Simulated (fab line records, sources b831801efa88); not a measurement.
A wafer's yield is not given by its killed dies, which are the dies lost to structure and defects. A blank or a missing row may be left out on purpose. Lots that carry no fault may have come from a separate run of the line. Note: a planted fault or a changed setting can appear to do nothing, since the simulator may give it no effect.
Which of the tools did it? + flow gf180mcu + at 1 step of a route of 602, 6 lots with 18 wafers sampled

## WHAT EACH GAUGE READ, for each wafer
GF_M2_THK_MEAS_06: measures by xrf.
| lot  | measured     | on            | M2_ALCU_THK (nm) |
|------|--------------|---------------|------------------|
| L963 | day 18 21:09 | film-metro-04 | 454 452 462      |
| L968 | day 20 17:59 | film-metro-02 | 451 455 454      |
| L969 | day 20 23:03 | film-metro-01 | 453 458 455      |
| L979 | day 24 16:56 | film-metro-04 | 458 459 459      |
| L981 | day 25 03:50 | film-metro-01 | 452 457 456      |
| L983 | day 25 20:18 | film-metro-04 | 461 444 451      |

## EACH LOT AND THE TOOL THAT RAN IT (in order: tool; ch and the chambers of the sampled wafers; start)
Before these readings, the record contains no process step.

## THE ANSWER, worked out from the rows above alone
Rule: usual is defined by the lots themselves. Put in order of their means at a reading, lots are off if they are a third of the lots or fewer, leave a main group of 4 or more, and stand apart from it by a gap of 3 or more times the standard deviation of the main group's means; of several such gaps the widest counts. If all means in a main group match to the digits the tables above print for the reading, that group is not used. A lot without any number at a reading at which 4 lots or more have one is off too. The other lots that the step has rows for count as sound.
Across all readings shown, no lot is off: no conclusion can be drawn from this.

## WHAT HAD BEEN PUT IN BY THE SIMULATOR
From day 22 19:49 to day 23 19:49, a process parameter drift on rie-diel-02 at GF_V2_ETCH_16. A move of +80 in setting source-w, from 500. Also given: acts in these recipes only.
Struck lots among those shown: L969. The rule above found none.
